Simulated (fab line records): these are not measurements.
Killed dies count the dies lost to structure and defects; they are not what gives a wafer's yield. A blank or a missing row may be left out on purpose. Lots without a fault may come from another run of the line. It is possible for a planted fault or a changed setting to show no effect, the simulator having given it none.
Which tool did it? / flow gf180mcu / 14 lots with 42 wafers sampled at 5 steps, on a route of 602 steps

## WHAT THE GAUGES SHOWED, per wafer
GF_HV_LDD_TW_MEAS_38.
lot=L720; measured=day 12 09:01; on=film_metro-03; HV_LDD_3_TW=1428 1425 1424
lot=L721; measured=day 12 13:16; on=film_metro-03; HV_LDD_3_TW=1429 1424 1430
lot=L723; measured=day 13 03:12; on=film_metro-02; HV_LDD_3_TW=1434 1436 1436
lot=L724; measured=day 13 17:10; on=film_metro-02; HV_LDD_3_TW=1438 1436 1444
lot=L725; measured=day 14 01:26; on=film_metro-02; HV_LDD_3_TW=1440 1436 1434
lot=L726; measured=day 14 14:46; on=film_metro-03; HV_LDD_3_TW=1421 1419 1418
lot=L727; measured=day 14 19:55; on=film_metro-02; HV_LDD_3_TW=1443 1441 1438
lot=L728; measured=day 15 02:28; on=film_metro-03; HV_LDD_3_TW=1286 1285 1294
lot=L729; measured=day 15 18:18; on=film_metro-02; HV_LDD_3_TW=1315 1318 1316
lot=L733; measured=day 16 20:25; on=film_metro-03; HV_LDD_3_TW=1412 1411 1411
lot=L738; measured=day 18 11:15; on=film_metro-01; HV_LDD_3_TW=1434 1430 1433
lot=L739; measured=day 18 18:06; on=film_metro-03; HV_LDD_3_TW=1416 1407 1419
lot=L740; measured=day 19 06:38; on=film_metro-01; HV_LDD_3_TW=1442 1437 1440
lot=L741; measured=day 19 11:15; on=film_metro-03; HV_LDD_3_TW=1422 1413 1422

GF_HV_LDD_RS_MEAS_53: a four-point-probe measurement.
lot=L720; measured=day 13 05:31; on=film_metro-03; HV_LDD_RS (ohm/sq)=418.2 417.6 417.6
lot=L721; measured=day 13 09:14; on=film_metro-02; HV_LDD_RS (ohm/sq)=416.4 418.3 418.0
lot=L723; measured=day 14 00:16; on=film_metro-03; HV_LDD_RS (ohm/sq)=418.1 417.8 417.2
lot=L724; measured=day 14 15:08; on=film_metro-03; HV_LDD_RS (ohm/sq)=417.3 417.6 418.4
lot=L725; measured=day 14 22:50; on=film_metro-03; HV_LDD_RS (ohm/sq)=419.1 416.9 417.8
lot=L726; measured=day 15 12:43; on=film_metro-02; HV_LDD_RS (ohm/sq)=418.5 417.2 418.6
lot=L727; measured=day 15 18:42; on=film_metro-03; HV_LDD_RS (ohm/sq)=418.2 419.1 418.6
lot=L728; measured=day 16 01:19; on=film_metro-02; HV_LDD_RS (ohm/sq)=439.4 437.9 438.3
lot=L729; measured=day 16 17:16; on=film_metro-02; HV_LDD_RS (ohm/sq)=438.4 437.5 438.4
lot=L733; measured=day 17 20:26; on=film_metro-03; HV_LDD_RS (ohm/sq)=418.2 417.9 418.7
lot=L738; measured=day 19 11:43; on=film_metro-02; HV_LDD_RS (ohm/sq)=416.6 416.1 416.7
lot=L739; measured=day 19 18:52; on=film_metro-02; HV_LDD_RS (ohm/sq)=418.4 417.8 417.8
lot=L740; measured=day 20 07:18; on=film_metro-01; HV_LDD_RS (ohm/sq)=419.3 419.1 418.9
lot=L741; measured=day 20 12:23; on=film_metro-03; HV_LDD_RS (ohm/sq)=417.6 418.2 416.2

GF_CONTACT_RS_MEAS_25: a four-point-probe measurement.
lot=L720; measured=day 17 02:29; on=film_metro-03; CONTACT_W_RS (ohm/sq)=0.378 0.378 0.376
lot=L721; measured=day 17 07:03; on=film_metro-03; CONTACT_W_RS (ohm/sq)=0.371 0.379 0.370
lot=L723; measured=day 17 23:25; on=film_metro-02; CONTACT_W_RS (ohm/sq)=0.380 0.385 0.384
lot=L724; measured=day 18 15:23; on=film_metro-02; CONTACT_W_RS (ohm/sq)=0.380 0.386 0.380
lot=L725; measured=day 19 01:55; on=film_metro-03; CONTACT_W_RS (ohm/sq)=0.386 0.381 0.391
lot=L726; measured=day 19 15:48; on=film_metro-02; CONTACT_W_RS (ohm/sq)=0.383 0.386 0.384
lot=L727; measured=day 20 00:11; on=film_metro-01; CONTACT_W_RS (ohm/sq)=0.384 0.382 0.384
lot=L733; measured=day 22 03:43; on=film_metro-01; CONTACT_W_RS (ohm/sq)=0.371 0.382 0.385
lot=L738; measured=day 23 16:07; on=film_metro-03; CONTACT_W_RS (ohm/sq)=0.383 0.383 0.386
lot=L739; measured=day 23 23:06; on=film_metro-03; CONTACT_W_RS (ohm/sq)=0.378 0.389 0.383
lot=L740; measured=day 24 11:12; on=film_metro-03; CONTACT_W_RS (ohm/sq)=0.387 0.384 0.386
lot=L741; measured=day 24 14:33; on=film_metro-02; CONTACT_W_RS (ohm/sq)=0.380 0.380 0.384

## TOOL THAT RAN EACH LOT (tool first, then ch and the chambers of the sampled wafers, then the start)
lot=L720; GF_HV_LDD_IMPLANT_35=implanter-04 ch 0, day 12 08:38; GF_HV_LDD_RTA_52=rtp_anneal-01 ch 0, day 13 05:26
lot=L721; GF_HV_LDD_IMPLANT_35=implanter-01 ch 0, day 12 12:52; GF_HV_LDD_RTA_52=rtp_anneal-02 ch 0, day 13 09:10
lot=L723; GF_HV_LDD_IMPLANT_35=implanter-01 ch 0, day 13 02:49; GF_HV_LDD_RTA_52=rtp_anneal-01 ch 0, day 14 00:11
lot=L724; GF_HV_LDD_IMPLANT_35=implanter-01 ch 0, day 13 16:48; GF_HV_LDD_RTA_52=rtp_anneal-02 ch 0, day 14 15:02
lot=L725; GF_HV_LDD_IMPLANT_35=implanter-01 ch 0, day 14 01:02; GF_HV_LDD_RTA_52=rtp_anneal-01 ch 0, day 14 22:46
lot=L726; GF_HV_LDD_IMPLANT_35=implanter-02 ch 0, day 14 14:22; GF_HV_LDD_RTA_52=rtp_anneal-01 ch 0, day 15 12:39
lot=L727; GF_HV_LDD_IMPLANT_35=implanter-02 ch 0, day 14 19:31; GF_HV_LDD_RTA_52=rtp_anneal-02 ch 0, day 15 18:37
lot=L728; GF_HV_LDD_IMPLANT_35=implanter-01, day 15 02:06; GF_HV_LDD_RTA_52=rtp_anneal-01 ch 0, day 16 01:13
lot=L729; GF_HV_LDD_IMPLANT_35=implanter-01, day 15 17:55; GF_HV_LDD_RTA_52=rtp_anneal-01 ch 0, day 16 17:11
lot=L733; GF_HV_LDD_IMPLANT_35=implanter-01 ch 0, day 16 20:02; GF_HV_LDD_RTA_52=rtp_anneal-02 ch 0, day 17 20:22
lot=L738; GF_HV_LDD_IMPLANT_35=implanter-02 ch 0, day 18 10:52; GF_HV_LDD_RTA_52=rtp_anneal-02 ch 0, day 19 11:38
lot=L739; GF_HV_LDD_IMPLANT_35=implanter-04 ch 0, day 18 17:43; GF_HV_LDD_RTA_52=rtp_anneal-02 ch 0, day 19 18:47
lot=L740; GF_HV_LDD_IMPLANT_35=implanter-04 ch 0, day 19 06:16; GF_HV_LDD_RTA_52=rtp_anneal-01 ch 0, day 20 07:13
lot=L741; GF_HV_LDD_IMPLANT_35=implanter-04 ch 0, day 19 10:51; GF_HV_LDD_RTA_52=rtp_anneal-01 ch 0, day 20 12:19
- GF_HV_LDD_IMPLANT_35
- GF_HV_LDD_RTA_52: time 10 s.

## WHAT THE TOOLS THEMSELVES READ (means of the sampled wafers that have a number; where no wafer has one, the mark that the record gives instead)
GF_HV_LDD_IMPLANT_35.
lot=L720; tool=implanter-04; beam_energy_keV=60.026; beam_on_s (s)=9.90
lot=L721; tool=implanter-01; beam_energy_keV=60.000; beam_on_s (s)=9.96
lot=L723; tool=implanter-01; beam_energy_keV=59.998; beam_on_s (s)=9.95
lot=L724; tool=implanter-01; beam_energy_keV=60.000; beam_on_s (s)=10.07
lot=L725; tool=implanter-01; beam_energy_keV=60.011; beam_on_s (s)=10.18
lot=L726; tool=implanter-02; beam_energy_keV=60.011; beam_on_s (s)=10.25
lot=L727; tool=implanter-02; beam_energy_keV=60.018; beam_on_s (s)=10.02
lot=L728; tool=implanter-01; beam_energy_keV=-; beam_on_s (s)=-
lot=L729; tool=implanter-01; beam_energy_keV=-; beam_on_s (s)=-
lot=L733; tool=implanter-01; beam_energy_keV=60.016; beam_on_s (s)=10.07
lot=L738; tool=implanter-02; beam_energy_keV=60.011; beam_on_s (s)=9.95
lot=L739; tool=implanter-04; beam_energy_keV=59.992; beam_on_s (s)=9.95
lot=L740; tool=implanter-04; beam_energy_keV=60.031; beam_on_s (s)=10.12
lot=L741; tool=implanter-04; beam_energy_keV=60.006; beam_on_s (s)=9.92

GF_HV_LDD_RTA_52.
lot=L720; tool=rtp_anneal-01; lamp_power_pct (%)=29.0; wafer_temp_C_max=1005.4
lot=L721; tool=rtp_anneal-02; lamp_power_pct (%)=30.7; wafer_temp_C_max=1004.3
lot=L723; tool=rtp_anneal-01; lamp_power_pct (%)=29.0; wafer_temp_C_max=1006.4
lot=L724; tool=rtp_anneal-02; lamp_power_pct (%)=30.7; wafer_temp_C_max=1003.5
lot=L725; tool=rtp_anneal-01; lamp_power_pct (%)=29.0; wafer_temp_C_max=1006.2
lot=L726; tool=rtp_anneal-01; lamp_power_pct (%)=29.0; wafer_temp_C_max=1006.0
lot=L727; tool=rtp_anneal-02; lamp_power_pct (%)=30.7; wafer_temp_C_max=1005.1
lot=L728; tool=rtp_anneal-01; lamp_power_pct (%)=29.0; wafer_temp_C_max=1005.9
lot=L729; tool=rtp_anneal-01; lamp_power_pct (%)=29.0; wafer_temp_C_max=1006.0
lot=L733; tool=rtp_anneal-02; lamp_power_pct (%)=30.7; wafer_temp_C_max=1003.4
lot=L738; tool=rtp_anneal-02; lamp_power_pct (%)=30.7; wafer_temp_C_max=1003.5
lot=L739; tool=rtp_anneal-02; lamp_power_pct (%)=30.7; wafer_temp_C_max=1004.3
lot=L740; tool=rtp_anneal-01; lamp_power_pct (%)=29.0; wafer_temp_C_max=1007.5
lot=L741; tool=rtp_anneal-01; lamp_power_pct (%)=29.0; wafer_temp_C_max=1007.1

## THE ANSWER, worked out from the rows above alone
Rule: the lots themselves supply what counts as usual. Put in order of their means at a reading, lots are off if they are a third of the lots or fewer, leave a main group of 4 or more, and stand apart from it by a gap of 3 or more times the standard deviation of the main group's means; of several such gaps the widest counts. The tables above print the reading to a certain number of digits; a main group whose means all agree to those digits is not used. Also off: a lot with no number at a reading for which 4 or more lots have one. Any other lot the step has rows for is counted as sound. The gauges are gone through in route order, then the tools' own readings, and for those a lot's mean is taken as printed above. The first step at which some lot is off is used, and at that step the reading that is off furthest; a lot without a number counts as furthest.
Off: L728, L729, at GF_HV_LDD_TW_MEAS_38 (HV_LDD_3_TW). Mean 1428 and standard deviation 10 in the main group.
A tool fits if, at a process step before that reading, it ran every lot that is off, and no sound lot after the first of them. Not tried: the gauges at GF_HV_LDD_TW_MEAS_38; whatever is off there is also off at GF_HV_LDD_IMPLANT_35, on other tools, and gauge error can't account for it. No candidate that was tried fits.

## WHAT WAS PUT IN BY THE SIMULATOR
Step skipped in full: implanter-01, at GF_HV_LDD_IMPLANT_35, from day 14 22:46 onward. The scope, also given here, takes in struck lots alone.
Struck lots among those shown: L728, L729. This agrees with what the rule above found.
